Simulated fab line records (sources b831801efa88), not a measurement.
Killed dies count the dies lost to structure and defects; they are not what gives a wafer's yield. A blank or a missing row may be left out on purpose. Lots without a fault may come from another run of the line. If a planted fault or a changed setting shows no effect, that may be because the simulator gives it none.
Which tool is to blame? ; flow sky130 ; 15 lots, 45 wafers sampled, at 3 steps of a route of 708

## WHAT THE GAUGES SHOWED, per wafer
SKY_FIELD_ISO_THK_MEAS_25. Usual: FIELD_ISO_CVD_24_THK typically reads 596 nm, with standard deviation 6.2.
lot;measured;on;FIELD_ISO_CVD_24_THK (nm);flag
L704;day 3 05:52;film_metro-03;593 589 591;
L705;day 3 05:50;film_metro-01;604 598 595;
L707;day 3 10:41;film_metro-02;587 589 583;
L709;day 3 21:58;film_metro-02;605 606 594;
L711;day 4 07:55;film_metro-03;606 598 602;
L712;day 4 08:01;film_metro-01;595 593 599;
L713;day 4 15:31;film_metro-02;583 588 591;
L714;day 4 22:26;film_metro-01;598 597 597;
L715;day 5 05:25;film_metro-03;591 595 590;
L716;day 5 08:16;film_metro-03;595 595 602;
L717;day 5 13:40;film_metro-01;599 605 600;
L719;day 6 05:37;film_metro-01;603 604 610;
L721;day 6 12:56;film_metro-01;604 608 600;
L722;day 6 17:07;film_metro-03;602 599 590;
L724;day 7 11:11;film_metro-03;588 587 592;

## WHICH TOOL RAN EACH LOT (tool, then ch and the chambers of the sampled wafers, then the start)
lot;SKY_FIELD_ISO_PEB_11;SKY_FIELD_ISO_ETCH_17
L704;litho_track-02 ch 0, day 3 02:00;rie_si-02 ch 0,1, day 3 03:02
L705;litho_track-04 ch 0, day 3 02:00;rie_si-01 ch 2,3, day 3 03:29
L707;litho_track-02 ch 0, day 3 06:00;rie_si-02 ch 0,1, day 3 07:26
L709;litho_track-04 ch 0, day 3 18:00;rie_si-01 ch 1,2,3, day 3 18:56
L711;litho_track-01 ch 0, day 4 02:00;rie_si-02 ch 0,1,3, day 4 02:53
L712;litho_track-02 ch 0, day 4 04:00;rie_si-01 ch 0,1,2, day 4 05:05
L713;litho_track-04 ch 0, day 4 13:00;rie_si-02 ch 1,2,3, day 4 13:47
L714;litho_track-04 ch 0, day 4 18:00;rie_si-01 ch 0,2,3, day 4 19:14
L715;litho_track-02, day 5 02:00;rie_si-02 ch 1,2,3, day 5 03:23
L716;litho_track-02, day 5 05:00;rie_si-01 ch 0,1, day 5 06:35
L717;litho_track-04, day 5 10:00;rie_si-01 ch 0,2, day 5 10:44
L719;litho_track-04 ch 0, day 5 23:00;rie_si-02 ch 0,1,2, day 5 23:59
L721;litho_track-04 ch 0, day 6 10:00;rie_si-02 ch 0,2,3, day 6 10:47
L722;litho_track-02 ch 0, day 6 12:00;rie_si-01 ch 0,1,3, day 6 13:20
L724;litho_track-01 ch 0, day 7 01:00;rie_si-01 ch 1,2,3, day 7 02:08
- SKY_FIELD_ISO_PEB_11
- SKY_FIELD_ISO_ETCH_17: etches Si in HBr/Cl2/O2, target depth 342 nm, time 97.7 s.

## WHAT THE TOOLS THEMSELVES READ (means of the sampled wafers that have a number; where no wafer has one, the mark that the record gives instead)
SKY_FIELD_ISO_PEB_11. Usual: exhaust_pa at 45.3 Pa, with a standard deviation of 0.92.
lot;tool;exhaust_pa (Pa);flag
L704;litho_track-02;44.7;
L705;litho_track-04;44.9;
L707;litho_track-02;44.0;
L709;litho_track-04;46.0;
L711;litho_track-01;44.9;
L712;litho_track-02;45.3;
L713;litho_track-04;44.6;
L714;litho_track-04;45.7;
L715;litho_track-02;-;OFF
L716;litho_track-02;-;OFF
L717;litho_track-04;-;OFF
L719;litho_track-04;46.2;
L721;litho_track-04;45.4;
L722;litho_track-02;45.9;
L724;litho_track-01;44.5;

SKY_FIELD_ISO_ETCH_17. Usual: drypump_motor_current_A 5.7 A, standard deviation 0.41; oes_product_au 1.003 a.u., standard deviation 0.0076; throttle_valve_pct 25.653 %, standard deviation 0.01.
lot;tool;drypump_motor_current_A (A);oes_product_au (a.u.);throttle_valve_pct (%);flag
L704;rie_si-02;5.9;0.990;25.672;
L705;rie_si-01;6.0;1.011;25.649;
L707;rie_si-02;5.6;1.001;25.658;
L709;rie_si-01;5.6;1.003;25.645;
L711;rie_si-02;5.7;0.994;25.657;
L712;rie_si-01;5.4;1.007;25.647;
L713;rie_si-02;5.7;1.008;25.657;
L714;rie_si-01;5.8;1.000;25.664;
L715;rie_si-02;5.7;1.004;25.653;
L716;rie_si-01;5.3;1.003;25.653;
L717;rie_si-01;5.5;1.005;25.648;
L719;rie_si-02;5.9;1.001;25.645;
L721;rie_si-02;6.0;1.007;25.646;
L722;rie_si-01;5.5;1.004;25.645;
L724;rie_si-01;5.6;1.009;25.655;

## THE ANSWER, worked out from the rows above alone
Rule: lot off if the mean of its wafers having a number is beyond 3 standard deviations from the usual mean. A lot without any number at a reading at which 4 lots or more have one is off too. The other lots that the step has rows for count as sound. After the gauges, taken in route order, come the tools' own readings; for these a lot's mean is taken, as printed above. At the first step where some lot is off, the reading lying furthest off is the one used; lots without a number count as furthest.
Off: L715, L716, L717 (SKY_FIELD_ISO_PEB_11, exhaust_pa). Without a number there: L715, L716, L717.
A tool fits if, at that step or a process step before it, it ran every lot that is off, and no sound lot after the first of them. None of those tried fits.

## WHAT WAS PUT IN BY THE SIMULATOR
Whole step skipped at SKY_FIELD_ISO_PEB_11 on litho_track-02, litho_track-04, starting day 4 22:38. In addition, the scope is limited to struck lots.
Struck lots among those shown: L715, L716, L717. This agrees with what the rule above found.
